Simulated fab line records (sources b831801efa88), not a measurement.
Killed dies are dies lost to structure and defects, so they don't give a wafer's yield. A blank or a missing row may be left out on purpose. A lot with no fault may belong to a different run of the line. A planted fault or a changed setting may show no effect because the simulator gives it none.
2 desks, one fault -- flow sky130 -- each desk holds nothing but its own numbers, with what lay behind them at the end

THE TOOL OWNER'S DESK: rie-diel-04
The tool's own readings at SKY_VIA3_ETCH_14 (etches BARC in N2/H2, stops on SiO2, time 45.9 s, target depth 60 nm): means of the sampled wafers that have a number, for each lot that ran on this tool. A lot is out of limits, marked OUT, if its mean lies more than 4 standard deviations from the usual mean; the brackets give that distance.
Columns: A = drypump-motor-current-A at SKY_VIA3_ETCH_14, usual 5.79 A; B = oes-product-au at SKY_VIA3_ETCH_14, usual 0.855 a.u.; C = run-length-s at SKY_VIA3_ETCH_14, usual 74.2 s; D = throttle-valve-pct at SKY_VIA3_ETCH_14, usual 13.225 %
lot,first seen here,A,B,C,D
L438,day 40 06:14,5.66,0.854,74.4,13.232
L442,day 41 19:34,5.83,0.854,74.6,13.224
L457,day 45 03:02,5.58,0.912 (+12) OUT,71.4 (-6.0) OUT,13.232
L458,day 45 06:19,5.73,0.910 (+12) OUT,71.8 (-5.2) OUT,13.221
L459,day 45 17:10,5.84,0.905 (+11) OUT,71.6 (-5.7) OUT,13.226
Finding of this desk: L457, L458, L459 out of limits; the first was L457 at day 45 03:02, on oes-product-au at SKY_VIA3_ETCH_14. L438, L442: within limits.

METROLOGY DESK
What the gauges read for every lot (on any tool): the sampled wafers with a number, averaged. A lot is out of limits, marked OUT, if its mean lies more than 4 standard deviations from the usual mean; the brackets give that distance.
Columns: A = cd-nm at SKY_LOCAL_INTERCONNECT_CD_MEAS_11, usual 169.8 nm
lot,first seen here,A
L438,day 31 02:25,169.5
L444,day 32 17:49,168.7
L442,day 32 20:08,172.1
L446,day 33 14:52,169.1
L448,day 34 02:40,170.1
L450,day 34 12:13,170.7
L457,day 36 18:08,170.1
L458,day 36 20:02,166.2
L460,day 37 03:19,171.5
L459,day 37 07:07,171.7
L461,day 37 10:08,166.6
This desk's verdict: no lot among the 11 shows anything out of limits.

ALL TOGETHER
On L457, L458, L459, at day 45 03:02, an alarm was possible from the tool owner's desk.
The metrology desk saw nothing out of limits.
The metrology desk holds a record of L457, L458, L459, inside its limits.
Of the lots named, all ran SKY_VIA3_ETCH_14 on rie-diel-04.

WHAT WAS PUT IN BY THE SIMULATOR
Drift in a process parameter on rie-diel-04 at SKY_VIA3_ETCH_14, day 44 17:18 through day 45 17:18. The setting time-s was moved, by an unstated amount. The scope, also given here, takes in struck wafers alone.
Shown lots that were struck: L457, L458, L459.
Delay in hours, fault start to first out-of-limits reading, by desk: the tool owner's desk at 10.
